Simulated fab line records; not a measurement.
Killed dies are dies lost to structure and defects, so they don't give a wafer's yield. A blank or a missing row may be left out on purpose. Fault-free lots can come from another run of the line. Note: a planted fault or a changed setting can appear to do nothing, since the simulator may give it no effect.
fab line records || flow gf180mcu || part 2 of 2: steps 32 to 40 of 40
[record] {"lots": 5, "wafers": 15, "last-day": 32}
route steps=602 shown M2@365 V2@382
lots that met no fault: from a run of the same line without faults
start-h: the number of hours between the record's first day and the start of the first shown wafer of the lot || wait-h: hours from the lot's prior step to this one || " the same as in the row above || L1.1+2: a row that stands for several wafers || - no value, or no start given || * or withheld: withheld || < > ~ a bound
route shown NAME@n: NAME is a module with steps in the file, n the number in the route of the first one || usual: mean/standard deviation of fault-free wafers || same: alike in all rows || chamber/n: place in a boat || sites: each site's reading || _std_site: how widely they spread, as a standard deviation || _edge_site: the outer-site mean with the inner-site mean subtracted || radius-mm: for every site, how far away it sits from the centre of the wafer || mask NAME#n: copy n || behind: the last tool/chamber to shape the wafer || hold: why the lot went on hold/how many hours it stayed there/how the hold came to an end || device: transistor that didn't switch, given as n, p or np || end of line: tests of these same wafers at the route's end || where a step has no rows: the recipe by itself || killed: dies lost to structure and defects at the first sort, not the wafer's yield || map: shows each die of a wafer: x if killed, . if not, _ if none is there
set.NAME: the run value of the setting; set.NAME@STEP: its run value at that earlier step || model.NAME: the simulator's own value behind a step, which no gauge read
certain route steps with their lots: each step a table, each wafer a row
services: the hour from which a tool's chamber was out of use, counted from the record's first day as start-h (under 0 if before that day), plus the number of hours and why
[[steps]]
[step GF_V2_CD_MEAS_14]
[recipe] {"target-cd-nm": 260}
[usual] {"cd-nm": "259.6/1.3"}
{"lot.wafer": "L075.1", "tool": "cd-sem-02", "chamber": "-", "start-h": 470.42, "wait-h": 0.1, "cd-nm": 259.3}
{"lot.wafer": "L075.4", "tool": "cd-sem-02", "chamber": "-", "start-h": 470.42, "wait-h": 0.1, "cd-nm": 260.6}
{"lot.wafer": "L075.6", "tool": "cd-sem-02", "chamber": "-", "start-h": 470.42, "wait-h": 0.1, "cd-nm": 259.1}
{"lot.wafer": "L077.1", "tool": "cd-sem-02", "chamber": "-", "start-h": 496.37, "wait-h": 0.2, "cd-nm": 258.4}
{"lot.wafer": "L077.3", "tool": "cd-sem-02", "chamber": "-", "start-h": 496.37, "wait-h": 0.2, "cd-nm": 259.2}
{"lot.wafer": "L077.5", "tool": "cd-sem-02", "chamber": "-", "start-h": 496.37, "wait-h": 0.2, "cd-nm": 259.1}
{"lot.wafer": "L079.1", "tool": "cd-sem-02", "chamber": "-", "start-h": 510.85, "wait-h": 0.1, "cd-nm": 258.9}
{"lot.wafer": "L079.2", "tool": "cd-sem-02", "chamber": "-", "start-h": 510.85, "wait-h": 0.1, "cd-nm": 258.7}
{"lot.wafer": "L079.3", "tool": "cd-sem-02", "chamber": "-", "start-h": 510.85, "wait-h": 0.1, "cd-nm": 258.9}
{"lot.wafer": "L081.4", "tool": "cd-sem-02", "chamber": "-", "start-h": 526.96, "wait-h": 0.1, "cd-nm": 257.7}
{"lot.wafer": "L081.5", "tool": "cd-sem-02", "chamber": "-", "start-h": 526.96, "wait-h": 0.1, "cd-nm": 257.8}
{"lot.wafer": "L081.6", "tool": "cd-sem-02", "chamber": "-", "start-h": 526.96, "wait-h": 0.1, "cd-nm": 256.7}
{"lot.wafer": "L090.2", "tool": "cd-sem-02", "chamber": "-", "start-h": 599.99, "wait-h": 0.1, "cd-nm": 260.5}
{"lot.wafer": "L090.4", "tool": "cd-sem-02", "chamber": "-", "start-h": 599.99, "wait-h": 0.1, "cd-nm": 259.9}
{"lot.wafer": "L090.5", "tool": "cd-sem-02", "chamber": "-", "start-h": 599.99, "wait-h": 0.1, "cd-nm": 258.5}
[step GF_V2_OVL_MEAS_15]
[usual] {"V2_OVL": "2/5.7"}
{"lot.wafer": "L075.1", "tool": "overlay-01", "chamber": "-", "start-h": 470.54, "wait-h": 0.1, "V2_OVL[nm]": 10}
{"lot.wafer": "L075.4", "tool": "overlay-01", "chamber": "-", "start-h": 470.54, "wait-h": 0.1, "V2_OVL[nm]": 8}
{"lot.wafer": "L075.6", "tool": "overlay-01", "chamber": "-", "start-h": 470.54, "wait-h": 0.1, "V2_OVL[nm]": 15}
{"lot.wafer": "L077.1", "tool": "overlay-02", "chamber": "-", "start-h": 496.49, "wait-h": 0.1, "V2_OVL[nm]": 7}
{"lot.wafer": "L077.3", "tool": "overlay-02", "chamber": "-", "start-h": 496.49, "wait-h": 0.1, "V2_OVL[nm]": -3}
{"lot.wafer": "L077.5", "tool": "overlay-02", "chamber": "-", "start-h": 496.49, "wait-h": 0.1, "V2_OVL[nm]": 9}
{"lot.wafer": "L079.1", "tool": "overlay-02", "chamber": "-", "start-h": 510.97, "wait-h": 0.1, "V2_OVL[nm]": 8}
{"lot.wafer": "L079.2", "tool": "overlay-02", "chamber": "-", "start-h": 510.97, "wait-h": 0.1, "V2_OVL[nm]": 3}
{"lot.wafer": "L079.3", "tool": "overlay-02", "chamber": "-", "start-h": 510.97, "wait-h": 0.1, "V2_OVL[nm]": 5}
{"lot.wafer": "L081.4", "tool": "overlay-02", "chamber": "-", "start-h": 527.03, "wait-h": 0.1, "V2_OVL[nm]": -1}
{"lot.wafer": "L081.5", "tool": "overlay-02", "chamber": "-", "start-h": 527.03, "wait-h": 0.1, "V2_OVL[nm]": 4}
{"lot.wafer": "L081.6", "tool": "overlay-02", "chamber": "-", "start-h": 527.03, "wait-h": 0.1, "V2_OVL[nm]": -4}
{"lot.wafer": "L090.2", "tool": "overlay-02", "chamber": "-", "start-h": 600.10, "wait-h": 0.1, "V2_OVL[nm]": 5}
{"lot.wafer": "L090.4", "tool": "overlay-02", "chamber": "-", "start-h": 600.10, "wait-h": 0.1, "V2_OVL[nm]": 5}
{"lot.wafer": "L090.5", "tool": "overlay-02", "chamber": "-", "start-h": 600.10, "wait-h": 0.1, "V2_OVL[nm]": 4}
[step GF_V2_ETCH_16]
[recipe] {"chemistry": "N2/H2", "target-depth-a": "withheld", "overetch-a": "withheld", "time-s": "withheld", "target": "BARC", "ion-energy-ev": 200, "source-w": 500, "bias-w": 100, "pressure-mtorr": 30, "n2-flow-sccm": 100, "h2-flow-sccm": 200}
[usual] {"drypump-motor-current-A": "5.9/0.37", "oes-product-au": "0.855/0.0044", "throttle-valve-pct": "13.226/0.0094"}
{"lot.wafer": "L075.1", "tool": "rie-diel-01", "chamber": 2, "start-h": 470.57, "wait-h": 0.0, "drypump-motor-current-A": 6.0, "oes-product-au": 0.853, "throttle-valve-pct": 13.245}
{"lot.wafer": "L075.4", "tool": "rie-diel-01", "chamber": 0, "start-h": 470.57, "wait-h": 0.0, "drypump-motor-current-A": 5.3, "oes-product-au": 0.859, "throttle-valve-pct": 13.240}
{"lot.wafer": "L075.6", "tool": "rie-diel-01", "chamber": 2, "start-h": 470.57, "wait-h": 0.0, "drypump-motor-current-A": 6.0, "oes-product-au": 0.854, "throttle-valve-pct": 13.209}
{"lot.wafer": "L077.1", "tool": "rie-diel-01", "chamber": 0, "start-h": 496.52, "wait-h": 0.0, "drypump-motor-current-A": 5.3, "oes-product-au": 0.858, "throttle-valve-pct": 13.228}
{"lot.wafer": "L077.3", "tool": "rie-diel-01", "chamber": 2, "start-h": 496.52, "wait-h": 0.0, "drypump-motor-current-A": 6.0, "oes-product-au": 0.855, "throttle-valve-pct": 13.225}
{"lot.wafer": "L077.5", "tool": "rie-diel-01", "chamber": 2, "start-h": 496.52, "wait-h": 0.0, "drypump-motor-current-A": 6.0, "oes-product-au": 0.847, "throttle-valve-pct": 13.218}
{"lot.wafer": "L079.1", "tool": "rie-diel-02", "chamber": 1, "start-h": 511.00, "wait-h": 0.0, "drypump-motor-current-A": 6.2, "oes-product-au": 0.850, "throttle-valve-pct": 13.230}
{"lot.wafer": "L079.2", "tool": "rie-diel-02", "chamber": 0, "start-h": 511.00, "wait-h": 0.0, "drypump-motor-current-A": 6.1, "oes-product-au": 0.858, "throttle-valve-pct": 13.225}
{"lot.wafer": "L079.3", "tool": "rie-diel-02", "chamber": 3, "start-h": 511.00, "wait-h": 0.0, "drypump-motor-current-A": 5.4, "oes-product-au": 0.858, "throttle-valve-pct": 13.223}
{"lot.wafer": "L081.4", "tool": "rie-diel-02", "chamber": 3, "start-h": 527.05, "wait-h": 0.0, "drypump-motor-current-A": 5.4, "oes-product-au": 0.850, "throttle-valve-pct": 13.225}
{"lot.wafer": "L081.5", "tool": "rie-diel-02", "chamber": 2, "start-h": 527.05, "wait-h": 0.0, "drypump-motor-current-A": 6.0, "oes-product-au": 0.858, "throttle-valve-pct": 13.233}
{"lot.wafer": "L081.6", "tool": "rie-diel-02", "chamber": 3, "start-h": 527.05, "wait-h": 0.0, "drypump-motor-current-A": 5.4, "oes-product-au": 0.856, "throttle-valve-pct": 13.229}
{"lot.wafer": "L090.2", "tool": "rie-diel-02", "chamber": 3, "start-h": 600.13, "wait-h": 0.0, "drypump-motor-current-A": 5.4, "oes-product-au": 0.852, "throttle-valve-pct": 13.214}
{"lot.wafer": "L090.4", "tool": "rie-diel-02", "chamber": 2, "start-h": 600.13, "wait-h": 0.0, "drypump-motor-current-A": 6.0, "oes-product-au": 0.859, "throttle-valve-pct": 13.225}
{"lot.wafer": "L090.5", "tool": "rie-diel-02", "chamber": 2, "start-h": 600.13, "wait-h": 0.0, "drypump-motor-current-A": 6.0, "oes-product-au": 0.855, "throttle-valve-pct": 13.219}
[step GF_V2_ETCH_17]
[recipe] {"chemistry": "C4F8/O2/Ar", "mask-material": "KrF", "target": "SiO2", "stop-on": "TiN", "source-w": 1500, "bias-w": 1200, "pressure-mtorr": 40, "c4f8-flow-sccm": "withheld", "O2_flow_sccm": 6, "Ar_flow_sccm": 300, "time-s": "withheld", "target-depth-a": 6300}
[usual] {"oes-product-au": "0.855/0.0046"}
{"lot.wafer": "L075.1", "tool": "rie-diel-01", "chamber": 2, "start-h": "-", "wait-h": "-", "oes-product-au": 0.856}
{"lot.wafer": "L075.4", "tool": "rie-diel-01", "chamber": 0, "start-h": "-", "wait-h": "-", "oes-product-au": 0.857}
{"lot.wafer": "L075.6", "tool": "rie-diel-01", "chamber": 2, "start-h": "-", "wait-h": "-", "oes-product-au": 0.865}
{"lot.wafer": "L077.1", "tool": "rie-diel-01", "chamber": 0, "start-h": "-", "wait-h": "-", "oes-product-au": 0.856}
{"lot.wafer": "L077.3", "tool": "rie-diel-01", "chamber": 2, "start-h": "-", "wait-h": "-", "oes-product-au": 0.860}
{"lot.wafer": "L077.5", "tool": "rie-diel-01", "chamber": 2, "start-h": "-", "wait-h": "-", "oes-product-au": 0.856}
{"lot.wafer": "L079.1", "tool": "rie-diel-02", "chamber": 1, "start-h": "-", "wait-h": "-", "oes-product-au": 0.859}
{"lot.wafer": "L079.2", "tool": "rie-diel-02", "chamber": 0, "start-h": "-", "wait-h": "-", "oes-product-au": 0.845}
{"lot.wafer": "L079.3", "tool": "rie-diel-02", "chamber": 3, "start-h": "-", "wait-h": "-", "oes-product-au": 0.854}
{"lot.wafer": "L081.4", "tool": "rie-diel-02", "chamber": 3, "start-h": "-", "wait-h": "-", "oes-product-au": 0.852}
{"lot.wafer": "L081.5", "tool": "rie-diel-02", "chamber": 2, "start-h": "-", "wait-h": "-", "oes-product-au": 0.864}
{"lot.wafer": "L081.6", "tool": "rie-diel-02", "chamber": 3, "start-h": "-", "wait-h": "-", "oes-product-au": 0.851}
{"lot.wafer": "L090.2", "tool": "rie-diel-02", "chamber": 3, "start-h": "-", "wait-h": "-", "oes-product-au": 0.858}
{"lot.wafer": "L090.4", "tool": "rie-diel-02", "chamber": 2, "start-h": "-", "wait-h": "-", "oes-product-au": 0.856}
{"lot.wafer": "L090.5", "tool": "rie-diel-02", "chamber": 2, "start-h": "-", "wait-h": "-", "oes-product-au": 0.856}
[step GF_V2_STRIP_18]
[recipe] {"chemistry": "O2/N2", "power-w": 1400, "pressure-mtorr": 1500, "platen-temp-c": 250, "o2-flow-sccm": 3000, "n2-flow-sccm": 300, "overash-fraction": 0.5}
[usual] {"drypump-motor-current-A": "5.8/0.6", "heater-power-w": "317/28", "oes-product-au": "0.592/0.0054"}
{"lot.wafer": "L075.1", "tool": "plasma-asher-01", "chamber": 0, "start-h": 470.70, "wait-h": "-", "drypump-motor-current-A": 5.6, "heater-power-w": 328, "oes-product-au": 0.586, "rf-hours-counter-h": 72}
{"lot.wafer": "L075.4", "tool": "plasma-asher-01", "chamber": 0, "start-h": 470.70, "wait-h": "-", "drypump-motor-current-A": 5.6, "heater-power-w": 326, "oes-product-au": 0.600, "rf-hours-counter-h": "-"}
{"lot.wafer": "L075.6", "tool": "plasma-asher-01", "chamber": 0, "start-h": 470.70, "wait-h": "-", "drypump-motor-current-A": 5.5, "heater-power-w": 318, "oes-product-au": 0.583, "rf-hours-counter-h": "-"}
{"lot.wafer": "L077.1", "tool": "plasma-asher-03", "chamber": 1, "start-h": 496.65, "wait-h": "-", "drypump-motor-current-A": 6.5, "heater-power-w": 306, "oes-product-au": 0.592, "rf-hours-counter-h": 39}
{"lot.wafer": "L077.3", "tool": "plasma-asher-03", "chamber": 0, "start-h": 496.65, "wait-h": "-", "drypump-motor-current-A": 4.8, "heater-power-w": 367, "oes-product-au": 0.588, "rf-hours-counter-h": "-"}
{"lot.wafer": "L077.5", "tool": "plasma-asher-03", "chamber": 1, "start-h": 496.65, "wait-h": "-", "drypump-motor-current-A": 6.5, "heater-power-w": 316, "oes-product-au": 0.586, "rf-hours-counter-h": "-"}
{"lot.wafer": "L079.1", "tool": "plasma-asher-01", "chamber": 0, "start-h": 511.13, "wait-h": "-", "drypump-motor-current-A": 5.6, "heater-power-w": 320, "oes-product-au": 0.588, "rf-hours-counter-h": 76}
{"lot.wafer": "L079.2", "tool": "plasma-asher-01", "chamber": 1, "start-h": 511.13, "wait-h": "-", "drypump-motor-current-A": 6.3, "heater-power-w": 285, "oes-product-au": 0.593, "rf-hours-counter-h": 76}
{"lot.wafer": "L079.3", "tool": "plasma-asher-01", "chamber": 0, "start-h": 511.13, "wait-h": "-", "drypump-motor-current-A": 5.6, "heater-power-w": 327, "oes-product-au": 0.590, "rf-hours-counter-h": "-"}
{"lot.wafer": "L081.4", "tool": "plasma-asher-04", "chamber": 1, "start-h": 527.21, "wait-h": "-", "drypump-motor-current-A": 6.2, "heater-power-w": 347, "oes-product-au": 0.595, "rf-hours-counter-h": "-"}
{"lot.wafer": "L081.5", "tool": "plasma-asher-04", "chamber": 1, "start-h": 527.21, "wait-h": "-", "drypump-motor-current-A": 6.2, "heater-power-w": 338, "oes-product-au": 0.588, "rf-hours-counter-h": "-"}
{"lot.wafer": "L081.6", "tool": "plasma-asher-04", "chamber": 0, "start-h": 527.21, "wait-h": "-", "drypump-motor-current-A": 5.2, "heater-power-w": 310, "oes-product-au": 0.594, "rf-hours-counter-h": "-"}
{"lot.wafer": "L090.2", "tool": "plasma-asher-04", "chamber": 1, "start-h": 600.26, "wait-h": "-", "drypump-motor-current-A": 6.2, "heater-power-w": 349, "oes-product-au": 0.593, "rf-hours-counter-h": 16}
{"lot.wafer": "L090.4", "tool": "plasma-asher-04", "chamber": 0, "start-h": 600.26, "wait-h": "-", "drypump-motor-current-A": 5.2, "heater-power-w": 312, "oes-product-au": 0.588, "rf-hours-counter-h": "-"}
{"lot.wafer": "L090.5", "tool": "plasma-asher-04", "chamber": 1, "start-h": 600.26, "wait-h": "-", "drypump-motor-current-A": 6.2, "heater-power-w": 344, "oes-product-au": 0.591, "rf-hours-counter-h": "-"}
[step GF_V2_STRIP_19]
[recipe] {"chemistry": "post-etch-residue-remover", "time-s": 1200, "temp-c": 72.5}
{"lot.wafer": "L075.1+4+6", "tool": "wet-bench-04", "chamber": 0, "start-h": 470.80, "wait-h": 0.1}
{"lot.wafer": "L077.1+3+5", "tool": "wet-bench-04", "chamber": 0, "start-h": 496.75, "wait-h": 0.1}
{"lot.wafer": "L079.1+2+3", "tool": "wet-bench-03", "chamber": 0, "start-h": 511.23, "wait-h": 0.1}
{"lot.wafer": "L081.4+5+6", "tool": "wet-bench-04", "chamber": 1, "start-h": 527.28, "wait-h": 0.0}
{"lot.wafer": "L090.2+4+5", "tool": "wet-bench-04", "chamber": 3, "start-h": 600.36, "wait-h": 0.1}
[step GF_V2_CLEAN_20]
[recipe] {"chemistry": "DIW", "dry": "n2-spin"}
{"lot.wafer": "L075.1+4+6", "tool": "wet-bench-02", "chamber": 2, "start-h": 471.14, "wait-h": 0.0}
{"lot.wafer": "L077.1+3+5", "tool": "wet-bench-03", "chamber": 3, "start-h": 497.09, "wait-h": 0.0}
{"lot.wafer": "L079.1+2+3", "tool": "wet-bench-02", "chamber": 0, "start-h": 511.60, "wait-h": 0.0}
{"lot.wafer": "L081.4+5+6", "tool": "wet-bench-03", "chamber": 0, "start-h": 527.65, "wait-h": 0.0}
{"lot.wafer": "L090.2+4+5", "tool": "wet-bench-03", "chamber": 1, "start-h": 600.73, "wait-h": 0.0}
[step GF_V2_SPUTTER_21]
[recipe] {"material": "Ti", "target-thk-nm": 15, "chamber-pressure-pa": 5, "power-w": 2500, "substrate-temp-c": 200, "time-s": 80.02}
[usual] {"chamber-pressure-pa": "5.001/0.01", "throttle-valve-pct": "29.9/0.96"}
{"lot.wafer": "L075.1", "tool": "pvd-sputter-01", "chamber": "-", "start-h": 471.24, "wait-h": 0.0, "chamber-pressure-pa": 4.992, "throttle-valve-pct": 30.5}
{"lot.wafer": "L075.4", "tool": "pvd-sputter-01", "chamber": "-", "start-h": 471.24, "wait-h": 0.0, "chamber-pressure-pa": 4.999, "throttle-valve-pct": 29.0}
{"lot.wafer": "L075.6", "tool": "pvd-sputter-01", "chamber": "-", "start-h": 471.24, "wait-h": 0.0, "chamber-pressure-pa": 4.994, "throttle-valve-pct": 30.3}
{"lot.wafer": "L077.1", "tool": "pvd-sputter-01", "chamber": "-", "start-h": 497.20, "wait-h": 0.0, "chamber-pressure-pa": 5.022, "throttle-valve-pct": 28.9}
{"lot.wafer": "L077.3", "tool": "pvd-sputter-01", "chamber": "-", "start-h": 497.20, "wait-h": 0.0, "chamber-pressure-pa": 4.999, "throttle-valve-pct": 30.1}
{"lot.wafer": "L077.5", "tool": "pvd-sputter-01", "chamber": "-", "start-h": 497.20, "wait-h": 0.0, "chamber-pressure-pa": 5.022, "throttle-valve-pct": 29.2}
{"lot.wafer": "L079.1", "tool": "pvd-sputter-03", "chamber": "-", "start-h": 511.70, "wait-h": 0.0, "chamber-pressure-pa": 5.006, "throttle-valve-pct": 30.1}
{"lot.wafer": "L079.2", "tool": "pvd-sputter-03", "chamber": "-", "start-h": 511.70, "wait-h": 0.0, "chamber-pressure-pa": 4.991, "throttle-valve-pct": 29.0}
{"lot.wafer": "L079.3", "tool": "pvd-sputter-03", "chamber": "-", "start-h": 511.70, "wait-h": 0.0, "chamber-pressure-pa": 4.999, "throttle-valve-pct": 31.3}
{"lot.wafer": "L081.4", "tool": "pvd-sputter-01", "chamber": "-", "start-h": 527.75, "wait-h": 0.0, "chamber-pressure-pa": 5.007, "throttle-valve-pct": 30.3}
{"lot.wafer": "L081.5", "tool": "pvd-sputter-01", "chamber": "-", "start-h": 527.75, "wait-h": 0.0, "chamber-pressure-pa": 4.986, "throttle-valve-pct": 29.1}
{"lot.wafer": "L081.6", "tool": "pvd-sputter-01", "chamber": "-", "start-h": 527.75, "wait-h": 0.0, "chamber-pressure-pa": 5.004, "throttle-valve-pct": 27.9}
{"lot.wafer": "L090.2", "tool": "pvd-sputter-01", "chamber": "-", "start-h": 600.82, "wait-h": 0.0, "chamber-pressure-pa": 5.011, "throttle-valve-pct": 30.3}
{"lot.wafer": "L090.4", "tool": "pvd-sputter-01", "chamber": "-", "start-h": 600.82, "wait-h": 0.0, "chamber-pressure-pa": 4.999, "throttle-valve-pct": 28.9}
{"lot.wafer": "L090.5", "tool": "pvd-sputter-01", "chamber": "-", "start-h": 600.82, "wait-h": 0.0, "chamber-pressure-pa": 4.989, "throttle-valve-pct": 30.3}
[step GF_V2_SPUTTER_22]
[recipe] {"material": "TiN", "target-thk-nm": 10, "chamber-pressure-pa": 5, "power-w": 4000, "time-s": 40}
[usual] {"chamber-pressure-pa": "5.000/0.011", "throttle-valve-pct": "29.8/0.99"}
{"lot.wafer": "L075.1", "tool": "pvd-sputter-01", "chamber": "-", "start-h": 471.30, "wait-h": 0.0, "chamber-pressure-pa": 5.001, "throttle-valve-pct": 30.5}
{"lot.wafer": "L075.4", "tool": "pvd-sputter-01", "chamber": "-", "start-h": 471.30, "wait-h": 0.0, "chamber-pressure-pa": 5.005, "throttle-valve-pct": 29.0}
{"lot.wafer": "L075.6", "tool": "pvd-sputter-01", "chamber": "-", "start-h": 471.30, "wait-h": 0.0, "chamber-pressure-pa": 4.994, "throttle-valve-pct": 30.2}
{"lot.wafer": "L077.1", "tool": "pvd-sputter-01", "chamber": "-", "start-h": 497.26, "wait-h": 0.0, "chamber-pressure-pa": 5.007, "throttle-valve-pct": 28.8}
{"lot.wafer": "L077.3", "tool": "pvd-sputter-01", "chamber": "-", "start-h": 497.26, "wait-h": 0.0, "chamber-pressure-pa": 4.984, "throttle-valve-pct": 29.9}
{"lot.wafer": "L077.5", "tool": "pvd-sputter-01", "chamber": "-", "start-h": 497.26, "wait-h": 0.0, "chamber-pressure-pa": 5.007, "throttle-valve-pct": 29.1}
{"lot.wafer": "L079.1", "tool": "pvd-sputter-03", "chamber": "-", "start-h": 511.76, "wait-h": 0.0, "chamber-pressure-pa": 5.009, "throttle-valve-pct": 30.1}
{"lot.wafer": "L079.2", "tool": "pvd-sputter-03", "chamber": "-", "start-h": 511.76, "wait-h": 0.0, "chamber-pressure-pa": 5.003, "throttle-valve-pct": 28.5}
{"lot.wafer": "L079.3", "tool": "pvd-sputter-03", "chamber": "-", "start-h": 511.76, "wait-h": 0.0, "chamber-pressure-pa": 5.022, "throttle-valve-pct": 31.6}
{"lot.wafer": "L081.4", "tool": "pvd-sputter-01", "chamber": "-", "start-h": 527.81, "wait-h": 0.0, "chamber-pressure-pa": 4.994, "throttle-valve-pct": 30.4}
{"lot.wafer": "L081.5", "tool": "pvd-sputter-01", "chamber": "-", "start-h": 527.81, "wait-h": 0.0, "chamber-pressure-pa": 4.998, "throttle-valve-pct": 29.2}
{"lot.wafer": "L081.6", "tool": "pvd-sputter-01", "chamber": "-", "start-h": 527.81, "wait-h": 0.0, "chamber-pressure-pa": 4.991, "throttle-valve-pct": 28.0}
{"lot.wafer": "L090.2", "tool": "pvd-sputter-01", "chamber": "-", "start-h": 600.88, "wait-h": 0.0, "chamber-pressure-pa": 5.006, "throttle-valve-pct": 30.1}
{"lot.wafer": "L090.4", "tool": "pvd-sputter-01", "chamber": "-", "start-h": 600.88, "wait-h": 0.0, "chamber-pressure-pa": 4.979, "throttle-valve-pct": 29.1}
{"lot.wafer": "L090.5", "tool": "pvd-sputter-01", "chamber": "-", "start-h": 600.88, "wait-h": 0.0, "chamber-pressure-pa": 4.984, "throttle-valve-pct": 30.4}
[[services]]
{"tool": "cmp-01", "chamber": "-", "start-h": 404.06, "hours": 4.0, "kind": "pm"}
{"tool": "pvd-sputter-02", "chamber": "-", "start-h": 410.41, "hours": 4.9, "kind": "repair"}
{"tool": "plasma-asher-04", "chamber": "-", "start-h": 410.83, "hours": 15.6, "kind": "pm"}
{"tool": "krf-scanner-01", "chamber": "-", "start-h": 424.66, "hours": 7.2, "kind": "pm"}
{"tool": "plasma-asher-04", "chamber": "-", "start-h": 426.43, "hours": 9.0, "kind": "pm"}
{"tool": "krf-scanner-01", "chamber": "-", "start-h": 434.09, "hours": 0.6, "kind": "repair"}
{"tool": "pvd-sputter-01", "chamber": "-", "start-h": 450.64, "hours": 0.9, "kind": "repair"}
{"tool": "rie-diel-02", "chamber": 0, "start-h": 453.73, "hours": 7.3, "kind": "repair"}
{"tool": "krf-scanner-01", "chamber": "-", "start-h": 473.95, "hours": 3.0, "kind": "repair"}
{"tool": "krf-scanner-01", "chamber": "-", "start-h": 488.37, "hours": 1.0, "kind": "pm"}
{"tool": "krf-scanner-01", "chamber": "-", "start-h": 489.54, "hours": 0.8, "kind": "pm"}
{"tool": "pvd-sputter-02", "chamber": "-", "start-h": 490.61, "hours": 0.8, "kind": "repair"}
{"tool": "pvd-sputter-02", "chamber": "-", "start-h": 502.87, "hours": 13.0, "kind": "repair"}
{"tool": "krf-scanner-01", "chamber": "-", "start-h": 504.01, "hours": 1.3, "kind": "pm"}
{"tool": "plasma-asher-04", "chamber": "-", "start-h": 511.94, "hours": 6.3, "kind": "repair"}
{"tool": "krf-scanner-01", "chamber": "-", "start-h": 526.47, "hours": 13.7, "kind": "repair"}
{"tool": "plasma-asher-04", "chamber": "-", "start-h": 531.33, "hours": 1.1, "kind": "repair"}
{"tool": "rie-diel-02", "chamber": "-", "start-h": 536.44, "hours": 4.3, "kind": "pm"}
{"tool": "krf-scanner-01", "chamber": "-", "start-h": 540.16, "hours": 4.4, "kind": "pm"}
{"tool": "krf-scanner-01", "chamber": "-", "start-h": 544.54, "hours": 4.4, "kind": "pm"}
{"tool": "pvd-sputter-02", "chamber": "-", "start-h": 566.49, "hours": 4.0, "kind": "repair"}
{"tool": "pvd-sputter-02", "chamber": "-", "start-h": 569.58, "hours": 3.6, "kind": "repair"}
{"tool": "rie-diel-02", "chamber": 0, "start-h": 577.37, "hours": 10.9, "kind": "repair"}
{"tool": "pvd-sputter-01", "chamber": "-", "start-h": 585.84, "hours": 1.5, "kind": "repair"}
